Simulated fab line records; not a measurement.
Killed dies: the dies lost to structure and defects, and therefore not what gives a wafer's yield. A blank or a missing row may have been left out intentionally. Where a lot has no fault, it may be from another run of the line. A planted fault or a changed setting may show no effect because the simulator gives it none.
A struck lot beside a sound one + flow sky130 + 34 out of 708 route steps
Sound: wafers L146.1, L146.3, L146.5. Struck: wafer L156.1. (L156.4, L156.5 of the same lot were not struck and are left out.) The cause comes at the end.
At each step with rows: each side's tool, then ch and its chambers, then its first start. Under that, the readings that differ: sound wafers + struck wafers + difference of the means + sigmas: that difference in standard deviations of wafers without a fault.
alike: words and numbers the same on both sides, and readings whose means are apart by under 2 such deviations; not compared: readings that were withheld, readings missing a value for some wafer, numbers with overlapping values and no deviation given by the record, and bounds like >300 which may hide the same value.
Wherever a step has rows on one side only, a row that says differs or no value, or a row with sigmas, the two part there. When numbers do not overlap yet have no deviation, they are printed without sigmas and do not part them. A reading missing from all wafers of one side parts the sides only when that side holds two or more wafers.

first, 4 steps without rows for these wafers: SKY_METAL5_SOFTBAKE_10 (time 60 s); SKY_METAL5_EXPOSE_11 (exposes mask MM5, target cd 1600 nm); SKY_METAL5_PEB_12; SKY_METAL5_DEVELOP_13 (develop time 60 s).
SKY_METAL5_DESCUM_14: chemistry O2, time 11 s.
  sound on rie metal-04 ch 0,1, day 45 07:09; struck on rie metal-01 ch 0, day 47 18:13
  alike: drypump motor current A, oes product au
  not compared: rf hours counter h
then, 1 step without rows for these wafers: SKY_METAL5_METAL_ETCH_15 (etches the open film in Cl2/BCl3, stops on SiO2, target depth 1260 nm, time 252 s).
SKY_METAL5_STRIP_16: strips in O2/N2.
  sound on plasma asher-03 ch 0,1, day 45 07:25; struck on plasma asher-03 ch 1, day 47 18:29
  alike: drypump motor current A, oes product au, strip time to endpoint s
  not compared: rf hours counter h
then, 3 steps without rows for these wafers: SKY_METAL5_STRIP_17 (strips in post etch residue remover, time 1200 s); SKY_METAL5_CLEAN_18 (cleans in IPA, time 180 s); SKY_METAL5_CLEAN_19 (cleans in O3/DIW).
SKY_PASSIVATION_CVD_00: deposits SiO2, target thk 90 nm.
  sound on pecvd-01 ch 1,2, day 45 08:03; struck on pecvd-01 ch 1, day 47 19:07
  alike: heater power w
SKY_PASSIVATION_THK_MEAS_01:
  struck on film metro-02, day 47 19:08; sound on film metro-01, day 45 08:04
  alike: PASSIVATION_CVD_00_THK
SKY_PASSIVATION_CVD_02: deposits Si3N4, target thk 540 nm.
  sound on pecvd-03 ch 0,1, day 45 08:08; struck on pecvd-04 ch 0, day 47 19:12
| reading                                       | sound             | struck | difference | sigmas |
|-----------------------------------------------|-------------------|--------|------------|--------|
| heater power w (W)                            | 797 693 848       | 544    | -235       | -2     |
| model.Si3N4_of_PASSIVATION_CVD_02.thk nm (nm) | 537.2 540.3 539.2 | 559.1  | +20.2      |        |
SKY_PASSIVATION_THK_MEAS_03:
  struck on film metro-02, day 47 19:25; sound on film metro-01, day 45 08:21
| reading                     | sound       | struck | difference | sigmas |
|-----------------------------|-------------|--------|------------|--------|
| PASSIVATION_CVD_02_THK (nm) | 537 540 539 | 559    | +20        | +3     |
then, 7 steps without rows for these wafers: SKY_PASSIVATION_DEHYDRATE_04 (time 60 s); SKY_PASSIVATION_HMDS_05 (prime time 60 s); SKY_PASSIVATION_COAT_06 (resist thk 3000 nm); SKY_PASSIVATION_SOFTBAKE_07; SKY_PASSIVATION_EXPOSE_08 (exposes mask NSM, target cd 3000 nm); SKY_PASSIVATION_PEB_09; SKY_PASSIVATION_DEVELOP_10 (develop time 60 s).
SKY_PASSIVATION_ETCH_11: etches the open film in CF4/O2, stops on AlCu, target depth 725 nm, time 161.1 s.
  sound on rie diel-04 ch 2,3, day 46 04:30; struck on rie diel-01 ch 0, day 48 14:15
| reading                                 | sound             | struck | difference | sigmas |
|-----------------------------------------|-------------------|--------|------------|--------|
| throttle valve pct (%)                  | 5.951 5.969 5.972 | 5.990  | +0.026     | +3     |
| model.PASSIVATION.feature depth nm (nm) | 701.3 706.3 705.7 | 722.4  | +18.0      |        |
| model.etch.depth nm (nm)                | 701.3 706.3 705.7 | 722.4  | +18.0      |        |
  alike: O2_flow_sccm, drypump motor current A, oes product au
  not compared: rf hours counter h
SKY_PASSIVATION_STRIP_12: strips in O2/N2.
  sound on plasma asher-01 ch 0,1, day 46 04:37; struck on plasma asher-01 ch 1, day 48 14:22
  alike: drypump motor current A, oes product au, strip time to endpoint s
  not compared: rf hours counter h
then, 7 steps without rows for these wafers: SKY_PAD_OPEN_DEHYDRATE_00 (time 60 s); SKY_PAD_OPEN_HMDS_01 (prime time 60 s); SKY_PAD_OPEN_COAT_02 (resist thk 3000 nm); SKY_PAD_OPEN_SOFTBAKE_03; SKY_PAD_OPEN_EXPOSE_04 (exposes mask PDM, target cd 60000 nm); SKY_PAD_OPEN_PEB_05; SKY_PAD_OPEN_DEVELOP_06 (develop time 60 s).
SKY_PAD_OPEN_ETCH_07: etches the open film in CF4/O2, stops on AlCu, target depth 725 nm, time 161.1 s.
  sound on rie diel-03 ch 0,1,3, day 47 00:54; struck on rie diel-02 ch 0, day 49 08:28
| reading                              | sound             | struck | difference | sigmas |
|--------------------------------------|-------------------|--------|------------|--------|
| model.PAD_OPEN.feature depth nm (nm) | 701.3 706.3 705.7 | 722.4  | +18.0      |        |
| model.etch.depth nm (nm)             | 701.3 706.3 705.7 | 722.4  | +18.0      |        |
  alike: O2_flow_sccm, drypump motor current A, oes product au, throttle valve pct
  not compared: rf hours counter h
SKY_PAD_OPEN_STRIP_08: strips in O2/N2.
  sound on plasma asher-04 ch 0, day 47 01:01; struck on plasma asher-01 ch 0, day 49 08:35
  alike: drypump motor current A, oes product au, strip time to endpoint s
  not compared: rf hours counter h
SKY_PAD_OPEN_STRIP_09: strips in post etch residue remover, time 1200 s.
  sound on wet bench-03 ch 1, day 47 01:07; struck on wet bench-03 ch 1, day 49 08:41
| reading                                       | sound             | struck | difference | sigmas |
|-----------------------------------------------|-------------------|--------|------------|--------|
| model.Si3N4_of_PASSIVATION_CVD_02.thk nm (nm) | 536.8 539.9 538.9 | 558.7  | +20.2      |        |
then, 1 step without rows for these wafers: SKY_PAD_OPEN_CLEAN_10 (cleans in IPA, time 180 s).

## WHERE THEY PART
At SKY_PASSIVATION_CVD_02 first; at SKY_PASSIVATION_ETCH_11 last (within this record only). Later steps at which nothing parts them and some readings are alike: SKY_PASSIVATION_STRIP_12, SKY_PAD_OPEN_ETCH_07, SKY_PAD_OPEN_STRIP_08.

WHY: what the simulator had put in
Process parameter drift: pecvd-04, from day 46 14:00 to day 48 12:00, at SKY_PASSIVATION_CVD_02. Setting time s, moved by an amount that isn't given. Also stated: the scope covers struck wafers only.
